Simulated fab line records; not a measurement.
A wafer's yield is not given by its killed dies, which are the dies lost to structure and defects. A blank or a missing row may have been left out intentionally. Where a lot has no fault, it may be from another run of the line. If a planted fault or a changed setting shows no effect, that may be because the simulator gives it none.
fab line records	flow sky130
record: lots: 14	wafers: 42	last_day: 50
route steps=708 shown CAP2M@603 METAL4@631 PASSIVATION@683
lots that met no fault: from a run of the same line without faults
start_h: start of the lot's first displayed wafer, in hours after the record's first day	wait_h: hours from the lot's prior step to this one	" identical to the entry in the row above	L1.1+2: several wafers, shown together as one row	- either no value or no given start	* or withheld: withheld	< > ~ a bound
route shown NAME@n: NAME is a module with steps in the file, n the number in the route of the first one	usual: mean and standard deviation over wafers with no fault	same: alike in all rows	chamber/n: place in a boat	sites: per-site readings	_std_site: standard deviation of those values	_edge_site: mean of outer sites minus mean of inner sites	radius_mm: how far each site lies from the wafer's centre	mask NAME#n: copy n	behind: tool/chamber where the wafer was last shaped	hold: cause of the lot's hold/its duration in hours/its outcome	device: whichever transistor did not switch (one of n, p or np)	end of line: the same wafers' tests at the end of the route	a step given without rows: its recipe and nothing more	killed: dies that structure and defects cost at the first sort, which is not the same as the wafer's yield	map: shows each die of a wafer: x if killed, . if not, _ if none is there
set.NAME: the setting that was run; set.NAME@STEP: the one run at that earlier step	model.NAME: the simulator's own value behind a step, which no gauge read
one table for each step of the route and one row for each wafer, over a sample of lots
services: from which hour (start_h, from the record's first day; less than 0 if before it) a tool's chamber was out of use, for how many hours, and why
== steps ==
step: SKY_CAP2M_CVD_00
recipe: material: SiO2	target_thk_nm: 15.5	temp_c: 400	time_s: withheld	rf_w: 450
usual: heater_power_outer_w: 407/47	heater_power_w: 703/76
lot.wafer	tool	chamber	start_h	wait_h	heater_power_outer_w	heater_power_w
L107.2	pecvd-02	2	931.65	0.0	436	722
L107.3	"	1	"	"	357	612
L107.6	"	1	"	"	363	608
L108.1	pecvd-03	0	941.05	0.0	460	799
L108.2	"	2	"	"	426	731
L108.3	"	1	"	"	390	709
L109.2	pecvd-01	1	944.99	0.0	373	690
L109.4	"	1	"	"	372	705
L109.5	"	0	"	"	419	670
L110.2	pecvd-01	1	960.31	0.0	417	746
L110.3	"	0	"	"	418	677
L110.6	"	2	"	"	403	675
L112.2	pecvd-03	0	979.16	0.0	425	742
L112.5	"	2	"	"	423	742
L112.6	"	1	"	"	367	657
L113.2	pecvd-03	2	984.28	0.0	357	627
L113.4	"	1	"	"	439	768
L113.6	"	0	"	"	441	792
L114.1	pecvd-02	0	985.54	0.0	465	836
L114.4	"	0	"	"	485	833
L114.5	"	1	"	"	369	624
L119.3	pecvd-01	2	1018.76	0.0	367	632
L119.5	"	2	"	"	365	631
L119.6	"	0	"	"	418	682
L122.1	pecvd-03	0	1030.40	0.0	375	703
L122.5	"	1	"	"	355	647
L122.6	"	2	"	"	326	576
L123.1	pecvd-03	1	1044.35	0.0	418	724
L123.5	"	2	"	"	430	749
L123.6	"	1	"	"	406	721
L125.1	pecvd-01	0	1054.54	0.0	414	688
L125.2	"	2	"	"	398	676
L125.6	"	0	"	"	422	673
L128.3	pecvd-03	1	1072.81	0.0	427	754
L128.4	"	0	"	"	452	794
L128.5	"	1	"	"	437	767
L129.2	pecvd-03	0	1080.59	0.0	435	778
L129.3	"	2	"	"	352	620
L129.4	"	2	"	"	354	628
L130.3	pecvd-02	0	1085.56	0.0	461	775
L130.4	"	1	"	"	405	689
L130.5	"	0	"	"	461	783
step: SKY_METAL4_DESCUM_15
recipe: chemistry: O2	source_power_w: 150	bias_power_w: 0	pressure_mtorr: 10	temp_c: 40	time_s: 8
usual: drypump_motor_current_A: 5.8/0.41	oes_product_au: 1.003/0.0077
lot.wafer	tool	chamber	start_h	wait_h	drypump_motor_current_A	oes_product_au	rf_hours_counter_h
L107.2	rie_metal-04	1	981.66	0.0	5.5	0.996	-
L107.3	"	1	"	"	5.5	0.997	-
L107.6	"	1	"	"	5.5	0.998	-
L108.1	rie_metal-04	1	988.12	0.0	5.5	1.012	5
L108.2	"	1	"	"	5.5	1.002	-
L108.3	"	1	"	"	5.5	1.008	-
L109.2	rie_metal-04	0	994.41	0.0	5.8	1.003	0
L109.4	"	0	"	"	5.8	0.999	-
L109.5	"	0	"	"	5.8	0.991	-
L110.2	rie_metal-03	0	1008.72	0.0	5.5	1.006	5
L110.3	"	0	"	"	5.5	1.001	-
L110.6	"	1	"	"	6.3	0.993	-
L112.2	rie_metal-03	1	1025.82	0.0	6.3	1.006	21
L112.5	"	1	"	"	6.3	1.009	-
L112.6	"	0	"	"	5.4	0.997	-
L113.2	rie_metal-03	0	1031.00	0.0	5.4	1.003	6
L113.4	"	0	"	"	5.4	1.009	-
L113.6	"	0	"	"	5.4	1.001	-
L114.1	rie_metal-01	1	1032.50	0.0	5.4	0.977	5
L114.4	"	0	"	"	6.5	1.007	-
L114.5	"	0	"	"	6.5	1.008	-
L119.3	rie_metal-03	1	1064.01	0.0	6.3	1.006	-
L119.5	"	1	"	"	6.3	1.003	-
L119.6	"	0	"	"	5.4	0.999	-
L122.1	rie_metal-04	0	1074.82	0.0	5.8	1.003	5
L122.5	"	0	"	"	5.8	1.012	-
L122.6	"	1	"	"	5.5	1.003	-
L123.1	rie_metal-01	0	1088.36	0.0	6.5	1.008	22
L123.5	"	1	"	"	5.4	0.999	-
L123.6	"	0	"	"	6.5	1.004	-
L125.1	rie_metal-03	0	1097.21	0.0	5.4	0.990	11
L125.2	"	1	"	"	6.3	1.005	26
L125.6	"	1	"	"	6.3	1.009	-
L128.3	rie_metal-03	0	1115.78	0.0	5.4	1.005	-
L128.4	"	1	"	"	6.3	1.005	-
L128.5	"	0	"	"	5.4	1.005	-
L129.2	rie_metal-04	0	1123.87	0.0	5.8	1.012	7
L129.3	"	0	"	"	5.8	1.002	-
L129.4	"	1	"	"	5.5	1.016	-
L130.3	rie_metal-04	1	1126.22	0.0	5.5	1.009	-
L130.4	"	0	"	"	5.9	1.009	-
L130.5	"	0	"	"	5.8	1.002	-
step: SKY_METAL4_ETCH_16
recipe: chemistry: N2/H2	target: BARC	ion_energy_ev: 195	bias_w: 100	pressure_mtorr: 30	n2_flow_sccm: 100	h2_flow_sccm: 200	icp_w: 500	stop_on: SiO2	time_s: 88.2	target_depth_a: 600
usual: drypump_motor_current_A: 5.8/0.42	oes_product_au: 0.625/0.0043	throttle_valve_pct: 13.206/0.0098
lot.wafer	tool	chamber	start_h	wait_h	drypump_motor_current_A	oes_product_au	rf_hours_counter_h	throttle_valve_pct
L107.2	rie_metal-04	1	981.74	0.1	5.5	0.629	-	13.201
L107.3	"	1	"	"	5.5	0.624	-	13.193
L107.6	"	1	"	"	5.5	0.624	-	13.197
L108.1	rie_metal-04	1	988.18	0.1	5.5	0.627	5	13.201
L108.2	"	1	"	"	5.5	0.617	-	13.209
L108.3	"	1	"	"	5.5	0.631	-	13.206
L109.2	rie_metal-04	0	994.44	0.0	5.8	0.635	0	13.200
L109.4	"	0	"	"	5.8	0.628	-	13.202
L109.5	"	0	"	"	5.8	0.628	-	13.214
L110.2	rie_metal-03	0	1008.75	0.0	5.4	0.626	5	13.214
L110.3	"	0	"	"	5.4	0.624	-	13.208
L110.6	"	1	"	"	6.3	0.620	-	13.203
L112.2	rie_metal-03	1	1025.85	0.0	6.3	0.626	21	13.225
L112.5	"	1	"	"	6.3	0.622	-	13.207
L112.6	"	0	"	"	5.4	0.622	-	13.203
L113.2	rie_metal-03	0	1031.03	0.0	5.4	0.621	6	13.201
L113.4	"	0	"	"	5.4	0.621	-	13.200
L113.6	"	0	"	"	5.4	0.635	-	13.228
L114.1	rie_metal-01	1	1032.53	0.0	5.4	0.622	5	13.202
L114.4	"	0	"	"	6.6	0.624	-	13.189
L114.5	"	0	"	"	6.5	0.630	-	13.223
L119.3	rie_metal-03	1	1064.06	0.0	6.3	0.620	-	13.217
L119.5	"	1	"	"	6.3	0.626	-	13.215
L119.6	"	0	"	"	5.4	0.627	-	13.221
L122.1	rie_metal-04	0	1074.85	0.0	5.8	0.623	5	13.186
L122.5	"	0	"	"	5.8	0.625	-	13.216
L122.6	"	1	"	"	5.5	0.622	-	13.212
L123.1	rie_metal-01	0	1088.39	0.0	6.6	0.627	22	13.210
L123.5	"	1	"	"	5.4	0.619	-	13.203
L123.6	"	0	"	"	6.6	0.621	-	13.215
L125.1	rie_metal-03	0	1097.24	0.0	5.5	0.628	11	13.224
L125.2	"	1	"	"	6.3	0.636	26	13.189
L125.6	"	1	"	"	6.3	0.631	-	13.213
L128.3	rie_metal-03	0	1115.83	0.0	5.5	0.624	-	13.222
L128.4	"	1	"	"	6.3	0.635	-	13.203
L128.5	"	0	"	"	5.5	0.622	-	13.196
L129.2	rie_metal-04	0	1123.90	0.0	5.8	0.630	7	13.202
L129.3	"	0	"	"	5.8	0.632	-	13.191
L129.4	"	1	"	"	5.5	0.630	-	13.211
L130.3	rie_metal-04	1	1126.29	0.1	5.5	0.626	-	13.207
L130.4	"	0	"	"	5.9	0.622	-	13.193
L130.5	"	0	"	"	5.8	0.620	-	13.187
step: SKY_PASSIVATION_CVD_02
recipe: material: Si3N4	target_thk_nm: 540	temp_c: 400	time_s: withheld	rf_w: 450
usual: heater_power_outer_w: 425/61	heater_power_w: 717/98
lot.wafer	tool	chamber	start_h	wait_h	heater_power_outer_w	heater_power_w
L107.2	pecvd-02	0	1032.13	0.0	489	823
L107.3	"	1	"	"	325	570
L107.6	"	2	"	"	410	690
L108.1	pecvd-02	1	1038.39	0.1	325	549
L108.2	"	2	"	"	423	707
L108.3	"	0	"	"	478	820
L109.2	pecvd-02	1	1043.43	0.0	309	548
L109.4	"	0	"	"	501	841
L109.5	"	2	"	"	477	762
L110.2	pecvd-01	2	1057.38	0.0	375	642
L110.3	"	0	"	"	434	683
L110.6	"	1	"	"	412	710
L112.2	pecvd-04	1	1072.59	0.0	477	806
L112.5	"	1	"	"	504	815
L112.6	"	2	"	"	336	580
L113.2	pecvd-04	2	1079.49	0.0	-	-
L113.4	"	0	"	"	-	-
L113.6	"	1	"	"	-	-
L114.1	pecvd-02	1	1080.20	0.1	-	-
L114.4	"	1	"	"	-	-
L114.5	"	1	"	"	-	-
L119.3	pecvd-04	1	1108.59	0.0	480	803
L119.5	"	1	"	"	378	662
L119.6	"	2	"	"	442	716
L122.1	pecvd-01	1	1119.98	0.1	430	760
L122.5	"	0	"	"	386	615
L122.6	"	1	"	"	447	770
L123.1	pecvd-04	0	1132.44	0.1	479	827
L123.5	"	2	"	"	385	652
L123.6	"	1	"	"	468	800
L125.1	pecvd-04	1	1140.62	0.1	458	768
L125.2	"	0	"	"	463	812
L125.6	"	2	"	"	336	591
L128.3	pecvd-02	2	1156.32	0.0	456	746
L128.4	"	1	"	"	372	623
L128.5	"	0	"	"	512	856
L129.2	pecvd-01	0	1163.75	0.0	406	630
L129.3	"	1	"	"	375	673
L129.4	"	0	"	"	408	670
L130.3	pecvd-02	1	1167.72	0.0	401	674
L130.4	"	1	"	"	416	677
L130.5	"	0	"	"	416	746
== services ==
tool	chamber	start_h	hours	kind
pecvd-01	-	910.16	14.6	pm
rie_metal-03	0	914.27	-	clean
rie_metal-03	0	914.27	13.1	scheduled_down
rie_metal-03	0	914.27	13.1	vent_cycle
pecvd-04	2	933.83	4.7	repair
pecvd-03	-	969.64	2.4	repair
pecvd-01	2	970.27	5.8	repair
pecvd-03	-	971.34	4.5	repair
rie_metal-01	-	992.00	36.1	repair
rie_metal-01	-	1028.12	1.4	pm
rie_metal-04	0	1035.40	6.4	repair
pecvd-04	0	1041.50	6.3	repair
pecvd-01	-	1044.79	0.7	repair
rie_metal-04	-	1051.82	15.6	pm
pecvd-01	-	1055.54	0.8	repair
rie_metal-03	-	1069.04	4.0	pm
pecvd-04	-	1083.50	2.8	pm
rie_metal-04	0	1087.94	19.3	repair
pecvd-04	2	1097.91	5.5	repair
pecvd-02	2	1100.74	11.8	repair
rie_metal-01	1	1118.25	6.8	repair
pecvd-02	-	1128.56	2.8	pm
pecvd-01	-	1137.17	2.8	pm
rie_metal-03	0	1151.36	15.3	repair
== key ==
first_sign: step: SKY_PASSIVATION_CVD_02	reading: tool_record	direction: missing
effect none on later readings
met_at SKY_PASSIVATION_CVD_02
struck_lots L113,L114
later_rows_left_out L113.2,L113.4,L113.6,L114.1,L114.4,L114.5
sort_left_out L113.2,L113.4,L113.6,L114.1,L114.4,L114.5
not_acting_at SKY_CAP2M_CVD_00,SKY_METAL4_DESCUM_15,SKY_METAL4_ETCH_16
onset_between 1072.59 1079.49
fault: kind: skipped_step_whole	tool: pecvd-02,pecvd-04	chamber: -	onset_h: 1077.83	steps: SKY_PASSIVATION_CVD_02	scope: struck_lots_only
sort_left_out: the simulated sort isn't trusted on such a fault, so these wafers' sort isn't shown, and their yield isn't known
later_rows_left_out: the simulator's readings of these wafers behind a module that went badly wrong aren't trusted and aren't shown, but for the sort
